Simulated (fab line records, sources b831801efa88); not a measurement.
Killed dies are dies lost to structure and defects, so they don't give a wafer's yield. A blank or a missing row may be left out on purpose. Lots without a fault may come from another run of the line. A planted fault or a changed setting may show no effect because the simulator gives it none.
fab line records | flow gf180mcu
record lots=7 wafers=21 last_day=34
route steps=602 shown POLY_GATE@168 HV_LDD@176
lots that met no fault: from a run of the same line without faults
start_h: hours from the record's first day to the start of the lot's first wafer shown | wait_h: hours since the lot's step before | " the same as in the row above | L1.1+2: a row that stands for several wafers | - no value, or no start given | * or withheld: withheld | < > ~ a bound
route shown NAME@n: a module of which the file shows steps, and the number in the route of the first | usual: mean/standard deviation of fault-free wafers | same: alike in all rows | chamber/n: place in a boat | sites: the reading at each site | _std_site: their standard deviation | _edge_site: outer sites' mean less inner sites' | radius_mm: how far each site lies from the wafer's centre | mask NAME#n: copy n | behind: the tool/chamber that last shaped the wafer | hold: why the lot was held/for how many hours/how that ended | device: the transistor (n, p or np) that didn't switch | end of line: the same wafers' tests at the end of the route | a step without rows: its recipe alone | killed: dies lost to structure and defects at the first sort, not the wafer's yield | map: a wafer's dies, x killed, . not, _ none there
set.NAME: the setting as run; set.NAME@STEP: as run at that earlier step | model.NAME: the simulator's own value behind a step, which no gauge read
lots at some steps of the route; a table a step, a row a wafer
services: from which hour (start_h, from the record's first day; less than 0 if before it) a tool's chamber was out of use, for how many hours, and why
## steps
# step GF_POLY_GATE_OVL_MEAS_11
# usual POLY_GATE_OVL=0/5.1
# columns lot.wafer tool chamber start_h wait_h POLY_GATE_OVL[nm]
L382.1 overlay-02 - 229.47 0.1 -2
L382.2 " - " " -4
L382.3 " - " " 0
L384.1 overlay-02 - 244.77 0.1 -2
L384.2 " - " " -3
L384.6 " - " " -10
L385.1 overlay-01 - 252.49 0.1 -2
L385.5 " - " " -1
L385.6 " - " " 1
L386.2 overlay-01 - 266.25 0.1 -3
L386.5 " - " " 4
L386.6 " - " " -1
L391.3 overlay-01 - 297.33 0.1 4
L391.5 " - " " -5
L391.6 " - " " 2
L394.1 overlay-02 - 320.64 0.1 9
L394.2 " - " " 2
L394.3 " - " " 5
L400.1 overlay-02 - 362.29 0.1 4
L400.3 " - " " 2
L400.6 " - " " 3
# step GF_POLY_GATE_ETCH_12
# recipe chemistry=N2/H2 target_depth_a=withheld overetch_a=withheld time_s=withheld target=BARC ion_energy_ev=200 source_w=500 bias_w=100 pressure_mtorr=30 n2_flow_sccm=100 h2_flow_sccm=200
# usual drypump_motor_current_A=5.8/0.45 oes_product_au=0.735/0.0048 throttle_valve_pct=13.214/0.009
# columns lot.wafer tool chamber start_h wait_h drypump_motor_current_A oes_product_au throttle_valve_pct
L382.1 rie_diel-04 1 229.51 0.0 4.8 0.740 13.225
L382.2 " 0 " " 6.0 0.729 13.225
L382.3 " 2 " " 5.9 0.728 13.218
L384.1 rie_diel-04 3 244.81 0.0 5.6 0.741 13.213
L384.2 " 2 " " 5.9 0.738 13.207
L384.6 " 1 " " 4.8 0.738 13.221
L385.1 rie_diel-01 0 252.53 0.0 6.3 0.731 13.203
L385.5 " 0 " " 6.3 0.730 13.208
L385.6 " 1 " " 6.1 0.742 13.218
L386.2 rie_diel-04 0 266.28 0.0 6.0 0.726 13.219
L386.5 " 1 " " 4.8 0.735 13.219
L386.6 " 0 " " 6.0 0.747 13.216
L391.3 rie_diel-03 1 297.36 0.0 4.9 0.733 13.213
L391.5 " 0 " " 5.7 0.730 13.214
L391.6 " 1 " " 4.9 0.736 13.212
L394.1 rie_diel-03 1 320.68 0.0 4.9 0.732 13.207
L394.2 " 2 " " 6.2 0.733 13.207
L394.3 " 3 " " 6.0 0.733 13.215
L400.1 rie_diel-04 0 362.33 0.0 6.0 0.735 13.231
L400.3 " 2 " " 5.9 0.732 13.202
L400.6 " 1 " " 4.8 0.735 13.223
# step GF_POLY_GATE_ETCH_13
# recipe target=poly-Si target_depth_nm=198.5 stop_on=SiO2 over_etch_frac=0.403 chemistry=HBr/Cl2 icp_w=400 bias_w=100 pressure_mtorr=10 HBr_flow_sccm=150 Cl2_flow_sccm=50 time_s=69.6
# usual drypump_motor_current_A=5.7/0.44 oes_product_au=0.989/0.0077 throttle_valve_pct=33.684/0.0082
# columns lot.wafer tool chamber start_h wait_h drypump_motor_current_A oes_product_au rf_hours_counter_h throttle_valve_pct
L382.1 rie_si-01 1 229.56 - 6.0 0.985 98 33.683
L382.2 " 0 " " 6.1 0.994 1 33.689
L382.3 " 2 " " 6.3 0.999 86 33.674
L384.1 rie_si-02 3 244.86 - 5.3 0.999 1 33.691
L384.2 " 0 " " 6.2 0.995 90 33.690
L384.6 " 0 " " 6.2 0.982 - 33.673
L385.1 rie_si-01 3 252.58 - 4.9 0.985 5 33.683
L385.5 " 0 " " 6.0 0.991 - 33.694
L385.6 " 3 " " 4.9 0.982 - 33.679
L386.2 rie_si-02 3 266.33 - 5.3 0.984 1 33.694
L386.5 " 3 " " 5.3 1.000 - 33.679
L386.6 " 2 " " 5.8 0.986 - 33.689
L391.3 rie_si-02 1 297.41 - 5.3 1.000 0 33.695
L391.5 " 3 " " 5.3 0.990 - 33.691
L391.6 " 2 " " 5.9 0.979 - 33.687
L394.1 rie_si-02 1 320.73 - 5.3 1.006 1 33.689
L394.2 " 2 " " 5.9 0.979 2 33.690
L394.3 " 3 " " 5.3 0.988 2 33.697
L400.1 rie_si-01 2 362.38 - 6.3 0.989 87 33.681
L400.3 " 0 " " 6.1 1.007 2 33.695
L400.6 " 0 " " 6.1 1.009 - 33.684
# step GF_POLY_GATE_STRIP_14
# recipe chemistry=O2/N2 power_w=1400 pressure_mtorr=1500 platen_temp_c=250 o2_flow_sccm=3000 n2_flow_sccm=300 overash_fraction=0.5
# usual drypump_motor_current_A=5.3/0.5 heater_power_w=332/24 oes_product_au=0.505/0.0048
# columns lot.wafer tool chamber start_h wait_h drypump_motor_current_A heater_power_w oes_product_au rf_hours_counter_h
L382.1 plasma_asher-01 1 229.61 0.0 5.3 305 0.500 46
L382.2 " 0 " " 5.2 375 0.507 46
L382.3 " 0 " " 5.2 368 0.497 -
L384.1 plasma_asher-03 0 244.91 0.0 5.6 341 0.515 13
L384.2 " 1 " " 4.6 342 0.497 13
L384.6 " 1 " " 4.6 336 0.509 -
L385.1 plasma_asher-01 1 252.64 0.0 5.3 298 0.509 49
L385.5 " 0 " " 5.2 373 0.499 -
L385.6 " 1 " " 5.3 299 0.498 -
L386.2 plasma_asher-03 1 266.38 0.0 4.6 332 0.503 15
L386.5 " 0 " " 5.6 341 0.519 -
L386.6 " 1 " " 4.6 342 0.497 -
L391.3 plasma_asher-03 1 297.50 0.1 4.7 342 0.500 -
L391.5 " 0 " " 5.6 341 0.505 -
L391.6 " 1 " " 4.7 336 0.504 -
L394.1 plasma_asher-01 0 320.78 0.0 5.2 375 0.501 56
L394.2 " 1 " " 5.3 293 0.505 56
L394.3 " 0 " " 5.2 378 0.506 -
L400.1 plasma_asher-03 1 362.43 0.0 4.6 336 0.507 25
L400.3 " 0 " " 5.6 346 0.507 -
L400.6 " 1 " " 4.6 332 0.507 -
# step GF_POLY_GATE_CLEAN_15
# recipe chemistry=SC1/SC2 mix=1:4:20 temp_c=70 time_s=150 dry=n2_spin
# step GF_POLY_GATE_OXIDATION_16
# recipe temp_c=850 ambient=O2 stabilise_s=600 purge_s=300 target_thk_a=40 ox_time_s=899
# step GF_POLY_GATE_THK_MEAS_17
# recipe reads=SiO2_of_POLY_GATE_OXIDATION_16
# usual POLY_GATE_OXIDATION_THK=4.05/0.07
# columns lot.wafer tool chamber start_h wait_h POLY_GATE_OXIDATION_THK[nm]
L382.1 film_metro-03 - 231.01 0.0 4.09
L382.2 " - " " 4.12
L382.3 " - " " 4.01
L384.1 film_metro-04 - 247.68 0.0 4.04
L384.2 " - " " 4.10
L384.6 " - " " 4.06
L385.1 film_metro-03 - 254.43 0.0 4.14
L385.5 " - " " 4.02
L385.6 " - " " 4.02
L386.2 film_metro-04 - 271.92 0.0 3.89
L386.5 " - " " 3.90
L386.6 " - " " 3.97
L391.3 film_metro-03 - 298.89 0.0 4.05
L391.5 " - " " 3.99
L391.6 " - " " 4.09
L394.1 film_metro-04 - 322.76 0.0 3.96
L394.2 " - " " 4.03
L394.3 " - " " 3.98
L400.1 film_metro-02 - 366.67 0.0 4.11
L400.3 " - " " 4.14
L400.6 " - " " 4.20
# step GF_POLY_GATE_CD_MEAS_18
# usual cd_nm=280.4/1.9
# columns lot.wafer tool chamber start_h wait_h cd_nm
L382.1 cd_sem-01 - 231.07 0.1 277.6
L382.2 " - " " 280.7
L382.3 " - " " 278.5
L384.1 cd_sem-02 - 247.74 0.1 279.3
L384.2 " - " " 281.6
L384.6 " - " " 282.8
L385.1 cd_sem-02 - 254.49 0.1 278.4
L385.5 " - " " 281.6
L385.6 " - " " 279.6
L386.2 cd_sem-01 - 272.00 0.1 279.2
L386.5 " - " " 279.6
L386.6 " - " " 280.0
L391.3 cd_sem-02 - 298.98 0.1 281.1
L391.5 " - " " 283.6
L391.6 " - " " 282.9
L394.1 cd_sem-01 - 322.82 0.1 281.4
L394.2 " - " " 280.9
L394.3 " - " " 281.7
L400.1 cd_sem-01 - 366.73 0.1 281.3
L400.3 " - " " 280.9
L400.6 " - " " 281.7
# step GF_HV_LDD_DEHYDRATE_00
# recipe temp_c=200 time_s=60
# step GF_HV_LDD_HMDS_01
# recipe prime_time_s=60 prime_temp_c=120
# step GF_HV_LDD_COAT_02
# recipe resist=NOVOLAK spin_rpm=3000 resist_thk_nm=1000
# step GF_HV_LDD_SOFTBAKE_03
# recipe temp_c=90 time_s=60 resist=NOVOLAK
# step GF_HV_LDD_EXPOSE_04
# recipe mask_id=Nplus_LV_AREA target_cd_nm=400 na=0.6 source_shape=conventional sigma_outer=0.6 dose_mj=140
# usual exposure_dose_mJ_cm2=139.99/0.13 focus_offset_nm=0.0/0.51
# columns lot.wafer tool chamber start_h wait_h mask exposure_dose_mJ_cm2 focus_offset_nm
L382.1 iline_stepper-01 0 240.57 - Nplus_LV_AREA#0 139.81 -0.3
L382.2 " 0 " " Nplus_LV_AREA#0 140.07 0.1
L382.3 " 0 " " Nplus_LV_AREA#0 140.04 0.3
L384.1 iline_stepper-02 - 257.12 - Nplus_LV_AREA#0 - -
L384.2 " - " " Nplus_LV_AREA#0 - -
L384.6 " - " " Nplus_LV_AREA#0 - -
L385.1 iline_stepper-02 - 264.11 - Nplus_LV_AREA#0 - -
L385.5 " - " " Nplus_LV_AREA#0 - -
L385.6 " - " " Nplus_LV_AREA#0 - -
L386.2 iline_stepper-02 - 281.68 - Nplus_LV_AREA#0 - -
L386.5 " - " " Nplus_LV_AREA#0 - -
L386.6 " - " " Nplus_LV_AREA#0 - -
L391.3 iline_stepper-02 0 309.68 - Nplus_LV_AREA#0 139.92 -0.1
L391.5 " 0 " " Nplus_LV_AREA#0 140.11 0.1
L391.6 " 0 " " Nplus_LV_AREA#0 139.83 -0.6
L394.1 iline_stepper-01 0 333.12 - Nplus_LV_AREA#0 139.88 0.1
L394.2 " 0 " " Nplus_LV_AREA#0 139.97 0.0
L394.3 " 0 " " Nplus_LV_AREA#0 140.09 0.0
L400.1 iline_stepper-02 0 378.04 - Nplus_LV_AREA#0 139.95 -0.9
L400.3 " 0 " " Nplus_LV_AREA#0 140.11 0.2
L400.6 " 0 " " Nplus_LV_AREA#0 140.03 -0.8
# step GF_HV_LDD_PEB_05
# recipe temp_c=withheld time_s=* resist=NOVOLAK
## services
# columns tool chamber start_h hours kind
plasma_asher-01 - 206.98 0.7 repair
iline_stepper-02 - 217.71 2.4 repair
rie_si-01 - 223.93 2.8 pm
rie_diel-03 1 230.22 6.4 repair
iline_stepper-02 - 232.11 1.7 pm
rie_diel-04 3 233.46 5.5 repair
rie_diel-04 3 240.24 3.9 repair
rie_si-01 1 241.14 6.8 repair
rie_si-02 1 243.92 - clean
iline_stepper-01 - 247.44 28.9 pm
rie_diel-04 - 258.59 0.3 repair
rie_si-01 - 262.84 14.6 pm
rie_diel-01 - 270.15 0.6 repair
rie_si-02 1 285.13 6.0 repair
rie_si-01 - 292.97 28.1 pm
rie_diel-01 3 294.43 10.5 repair
rie_diel-04 1 304.49 9.9 repair
plasma_asher-01 - 307.79 4.5 repair
rie_diel-01 1 313.24 9.3 repair
rie_diel-04 0 315.13 19.7 repair
rie_diel-03 - 327.78 0.3 repair
rie_diel-01 - 339.74 0.5 repair
rie_si-02 - 357.89 14.6 pm
rie_diel-03 - 377.10 0.2 repair
## key
first_sign step=GF_HV_LDD_EXPOSE_04 reading=tool_record direction=missing
effect none on later readings
met_at GF_HV_LDD_EXPOSE_04
struck_wafers L384.1,L384.2,L384.6,L385.1,L385.5,L385.6,L386.2,L386.5,L386.6
later_rows_left_out L384.1,L384.2,L384.6,L385.1,L385.5,L385.6,L386.2,L386.5,L386.6
sort_left_out L384.1,L384.2,L384.6,L385.1,L385.5,L385.6,L386.2,L386.5,L386.6
tester_left_out L384,L385,L386
fault kind=skipped_step_whole tool=iline_stepper-02 chamber=- onset_h=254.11 steps=GF_HV_LDD_EXPOSE_04 scope=struck_lots_only
# tester_left_out: of these lots the tester's yield and bins aren't shown, on N5 and GAA mostly nor the transistor test; their killed dies are dies lost to structure and defects alone, not to doping, threshold or leakage, so they don't give the yield
# sort_left_out: the simulated sort isn't trusted on such a fault, so these wafers' sort isn't shown, and their yield isn't known
# later_rows_left_out: the simulator's readings of these wafers behind a module that went badly wrong aren't trusted and aren't shown, but for the sort
